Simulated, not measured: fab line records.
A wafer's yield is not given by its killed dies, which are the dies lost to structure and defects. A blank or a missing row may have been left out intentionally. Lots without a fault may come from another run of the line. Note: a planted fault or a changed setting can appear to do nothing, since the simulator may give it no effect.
Which tool did it? ; flow gf180mcu ; Sampling: 6 lots, 18 wafers, 3 of 602 route steps

== WHAT THE GAUGES SHOWED, per wafer ==
GF_DNWELL_TW_MEAS_09.
lot;measured;on;DNWELL_TW
L981;day 3 02:40;film metro-03;1314 1322 1311
L983;day 3 13:43;film metro-01;1325 1331 1323
L985;day 3 23:02;film metro-01;1328 1333 1330
L987;day 4 06:18;film metro-01;1335 1334 1337
L993;day 5 15:14;film metro-02;1483 1492 1486
L999;day 6 22:59;film metro-03;1342 1342 1347

== WHAT TOOL EACH LOT RAN ON (gives the tool, then ch and the chambers of the sampled wafers, and finally the start) ==
lot;GF_STI_STRIP_15;GF_DNWELL_IMPLANT_07
L981;plasma asher-02 ch 0,1, day 2 06:10;implanter-04 ch 0, day 3 02:26
L983;plasma asher-02 ch 0,1, day 2 20:30;implanter-04 ch 0, day 3 13:29
L985;plasma asher-04 ch 0,1, day 3 03:37;implanter-04 ch 0, day 3 22:47
L987;plasma asher-01 ch 0, day 3 12:55;implanter-01 ch 0, day 4 06:04
L993;plasma asher-02 ch 0,1, day 4 20:07;implanter-03 ch 0, day 5 14:59
L999;plasma asher-04 ch 1, day 6 03:30;implanter-01 ch 0, day 6 22:44
- GF_STI_STRIP_15: strips in O2/N2.
- GF_DNWELL_IMPLANT_07

== THE ANSWER, worked out from the rows above alone ==
Rule: the usual values come from the lots themselves. The widest of any qualifying gaps counts: lots, ordered by their means at a reading, are off when they make up no more than a third of the lots, leave a main group of 4 or more, and stand apart from it by 3 or more times the standard deviation of that group's means. The tables above print the reading to a certain number of digits; a main group whose means all agree to those digits is not used. Also off: a lot with no number at a reading for which 4 or more lots have one. Where the step has rows for the other lots, those lots are counted as sound.
Off: L993, seen at GF_DNWELL_TW_MEAS_09 (DNWELL_TW). Mean 1330 and standard deviation 9.3 in the main group.
If a tool, at a process step before that reading, ran all the lots that are off and no sound lot after the first of them, it fits. The gauges at GF_DNWELL_TW_MEAS_09 are tried like those tools. Can't be told from this: 3 tools fit, plasma asher-02 at GF_STI_STRIP_15, implanter-03 at GF_DNWELL_IMPLANT_07, film metro-02 at GF_DNWELL_TW_MEAS_09.

== WHAT THE SIMULATOR PUT IN ==
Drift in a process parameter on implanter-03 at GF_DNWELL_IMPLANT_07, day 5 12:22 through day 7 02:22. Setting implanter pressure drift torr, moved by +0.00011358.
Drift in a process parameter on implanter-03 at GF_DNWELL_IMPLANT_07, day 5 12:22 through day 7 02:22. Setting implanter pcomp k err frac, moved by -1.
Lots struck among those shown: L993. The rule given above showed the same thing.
